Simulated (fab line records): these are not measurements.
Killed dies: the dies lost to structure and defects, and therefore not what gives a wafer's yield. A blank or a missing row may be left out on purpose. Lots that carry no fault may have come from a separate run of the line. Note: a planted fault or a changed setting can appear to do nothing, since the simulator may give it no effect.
fab line records | flow sky130
record lots=6 wafers=18 lastDay=50
route steps=708 shown CONTACT@407
lots untouched by any fault: they come from a run of this same line in which no faults occurred
startH: the number of hours between the record's first day and the start of the first shown wafer of the lot | waitH: hours from the lot's prior step to this one | " same as the row above | L1.1+2: several wafers, shown together as one row | - value missing, or start not given | * or withheld: withheld | < > ~ a bound
route shown NAME@n: NAME is a module with steps in the file, n the number in the route of the first one | usual: average and standard deviation across the fault-free wafers | same: alike in all rows | chamber/n: place in a boat | sites: each site's reading | _std_site: standard deviation across them | _edge_site: outer sites' mean less inner sites' | radiusMm: for every site, how far away it sits from the centre of the wafer | mask NAME#n: copy n | behind: the most recent tool/chamber to have shaped the wafer | hold: what put the lot on hold/how long, in hours/how the hold closed | device: transistor that didn't switch, given as n, p or np | end of line: the route-end tests of the same wafers | a step given without rows: its recipe and nothing more | killed: at the first sort, the dies lost to defects and structure; wafer yield is something else | map: shows each die of a wafer: x if killed, . if not, _ if none is there
set.NAME: the setting that was run; set.NAME@STEP: the one run at that earlier step | model.NAME: the simulator's own value behind a step, which no gauge read
lots at some steps of the route; a table a step, a row a wafer
services: the hour from which a tool's chamber was out of use, counted from the record's first day as startH (under 0 if before that day), plus the number of hours and why
## steps
# step SKY_CONTACT_THK_MEAS_01
# recipe reads=Si3N4_of_CONTACT_CVD_00
# usual CONTACT_CVD_00_THK=74.9/0.89
# columns lot.wafer tool chamber startH waitH CONTACT_CVD_00_THK[nm]
L374.1 filmMetro-02 - 788.97 - 75.4
L374.3 " - " " 75.0
L374.6 " - " " 76.3
L376.3 filmMetro-03 - 803.23 - 73.4
L376.4 " - " " 73.4
L376.5 " - " " 75.0
L378.1 filmMetro-04 - 821.83 - 75.4
L378.2 " - " " 74.4
L378.4 " - " " 75.9
L379.3 filmMetro-03 - 831.24 - 74.8
L379.4 " - " " 74.5
L379.5 " - " " 75.2
L380.1 filmMetro-04 - 837.48 - 73.1
L380.4 " - " " 75.4
L380.5 " - " " 75.3
L385.2 filmMetro-03 - 868.69 - 74.0
L385.3 " - " " 75.1
L385.5 " - " " 75.7
# step SKY_CONTACT_HDPCVD_02
# recipe material=SiO2 targetThkNm=565 sigmaOpenFrac=0.3 timeS=94.2 tempC=600 sih4FlowSccm=60 pressureMtorr=6
# step SKY_CONTACT_THK_MEAS_03
# recipe reads=SiO2_of_CONTACT_HDPCVD_02
# usual CONTACT_HDPCVD_THK=564/5
# columns lot.wafer tool chamber startH waitH CONTACT_HDPCVD_THK[nm]
L374.1 filmMetro-04 - 789.10 0.0 570
L374.3 " - " " 561
L374.6 " - " " 565
L376.3 filmMetro-04 - 803.36 0.1 558
L376.4 " - " " 562
L376.5 " - " " 561
L378.1 filmMetro-02 - 821.96 0.0 564
L378.2 " - " " 564
L378.4 " - " " 556
L379.3 filmMetro-04 - 831.37 0.1 571
L379.4 " - " " 574
L379.5 " - " " 571
L380.1 filmMetro-02 - 837.61 0.0 560
L380.4 " - " " 564
L380.5 " - " " 565
L385.2 filmMetro-04 - 868.82 0.0 561
L385.3 " - " " 561
L385.5 " - " " 562
# step SKY_CONTACT_CMP_04
# recipe material=SiO2 downForcePsi=4 platenRpm=60 padVelocityMS=0.94248
# usual motorCurrentA=12.4/1.1 timeToEndpointS=82/3.6
# columns lot.wafer tool chamber startH waitH motorCurrentA timeToEndpointS
L374.3 cmp-01 3 789.21 0.1 13.8 82
L374.1 " 1 " " 12.5 83
L374.6 " 2 " " 11.9 80
L376.4 cmp-01 0 803.45 0.1 11.9 80
L376.3 " 1 " " 12.7 84
L376.5 " 3 " " 13.8 85
L378.1 cmp-01 0 822.02 0.1 11.5 84
L378.2 " 1 " " 13.0 80
L378.4 " 2 " " 12.2 79
L379.4 cmp-02 1 831.51 0.1 13.3 87
L379.3 " 2 " " 10.6 84
L379.5 " 3 " " 12.9 84
L380.1 cmp-02 0 837.72 0.1 13.8 76
L380.4 " 1 " " 13.6 85
L380.5 " 3 " " 12.1 79
L385.3 cmp-01 0 868.87 0.0 12.8 77
L385.2 " 2 " " 11.9 77
L385.5 " 1 " " 12.4 80
# step SKY_CONTACT_BOW_MEAS_05
# recipe mode=bow
# usual CONTACT_BOW=84/7.6
# columns lot.wafer tool chamber startH waitH CONTACT_BOW[um]
L374.1 filmMetro-03 - 789.46 0.1 93
L374.3 " - " " 90
L374.6 " - " " 84
L376.3 filmMetro-03 - 803.74 0.2 104
L376.4 " - " " 82
L376.5 " - " " 80
L378.1 filmMetro-03 - 822.32 0.2 86
L378.2 " - " " 96
L378.4 " - " " 89
L379.3 filmMetro-03 - 831.75 0.1 72
L379.4 " - " " 87
L379.5 " - " " 88
L380.1 filmMetro-04 - 837.97 0.2 96
L380.4 " - " " 87
L380.5 " - " " 87
L385.2 filmMetro-03 - 869.19 0.2 87
L385.3 " - " " 86
L385.5 " - " " 83
# step SKY_CONTACT_DEHYDRATE_06
# recipe tempC=200 timeS=60
# step SKY_CONTACT_HMDS_07
# recipe primeTimeS=60 primeTempC=120
# step SKY_CONTACT_COAT_08
# recipe resist=BARC tempC=withheld timeS=withheld spinRpm=3000 resistThkNm=60
# step SKY_CONTACT_COAT_09
# recipe resist=KrF-thick spinRpm=3000 resistThkNm=450
# step SKY_CONTACT_SOFTBAKE_10
# recipe tempC=100 timeS=90 resist=KrF-thick
# step SKY_CONTACT_EXPOSE_11
# recipe maskId=CTM1 na=0.8 sourceShape=annular sigmaInner=0.55 sigmaOuter=0.85 targetCdNm=170 doseMj=38
# step SKY_CONTACT_PEB_12
# recipe pebTempC=withheld pebTimeS=withheld resist=KrF-thick
# step SKY_CONTACT_DEVELOP_13
# recipe developTimeS=60 resist=KrF-thick devTempC=21
# usual developerTempC=21.00/0.1
# columns lot.wafer tool chamber startH waitH developerTempC
L374.1 lithoTrack-01 0 815 - 23.06
L374.3 " 0 " " 23.11
L374.6 " 0 " " 22.97
L376.3 lithoTrack-01 0 829 - 22.89
L376.4 " 0 " " 22.90
L376.5 " 0 " " 23.11
L378.1 lithoTrack-03 0 848 - 21.11
L378.2 " 0 " " 21.14
L378.4 " 0 " " 20.95
L379.3 lithoTrack-04 0 857 - 20.89
L379.4 " 0 " " 21.03
L379.5 " 0 " " 20.96
L380.1 lithoTrack-03 0 864 - 20.97
L380.4 " 0 " " 21.06
L380.5 " 0 " " 21.05
L385.2 lithoTrack-01 0 895 - 20.94
L385.3 " 0 " " 20.91
L385.5 " 0 " " 21.08
# step SKY_CONTACT_CD_MEAS_14
# recipe targetCdNm=170
# usual cdNm=169.9/1.7
# columns lot.wafer tool chamber startH waitH cdNm
L374.1 cdSem-02 - 815.97 - 172.9
L374.3 " - " " 173.6
L374.6 " - " " 174.1
L376.3 cdSem-01 - 829.86 - 174.1
L376.4 " - " " 172.0
L376.5 " - " " 172.4
L378.1 cdSem-01 - 848.90 - 171.2
L378.2 " - " " 171.5
L378.4 " - " " 172.2
L379.3 cdSem-01 - 857.78 - 169.4
L379.4 " - " " 168.8
L379.5 " - " " 169.5
L380.1 cdSem-02 - 864.30 - 170.6
L380.4 " - " " 170.9
L380.5 " - " " 172.8
L385.2 cdSem-01 - 895.45 - 172.5
L385.3 " - " " 172.9
L385.5 " - " " 172.0
## services
# columns tool chamber startH hours kind
lithoTrack-01 - 767.42 - consumableReplace:filter
cmp-02 - 784.70 2.3 repair
cmp-02 - 788.88 1.8 repair
cmp-01 - 806.47 1.4 repair
cmp-01 - 843.55 3.4 repair
## key
firstSign step=SKY_CONTACT_DEVELOP_13 reading=developerTempC direction=up sigmas=20 usual=* struck=*
effect step=SKY_CONTACT_CD_MEAS_14 reading=cdNm direction=up sigmas=2 usual=169.9 struck=173.2 through=controlLoop
metAt SKY_CONTACT_DEVELOP_13
struckWafers L374.1,L374.3,L374.6,L376.3,L376.4,L376.5
sortLeftOut L374.1,L374.3,L374.6,L376.3,L376.4,L376.5
testerLeftOut L374,L376
loopTrim step=SKY_CONTACT_EXPOSE_11 setting=dose lots=L376
fault kind=processParameterDrift tool=lithoTrack-01 chamber=- onsetH=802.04 steps=SKY_CONTACT_DEVELOP_13 channel=devTempC offset=* shape=step endH=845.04 actsIn=* stated=*
# testerLeftOut: of these lots the tester's yield and bins aren't shown, on N5 and GAA mostly nor the transistor test; their killed dies are dies lost to structure and defects alone, not to doping, threshold or leakage, so they don't give the yield
# sortLeftOut: the simulated sort isn't trusted on such a fault, so these wafers' sort isn't shown, and their yield isn't known
# loopTrim: a control loop set the setting to another value than it would have without faults
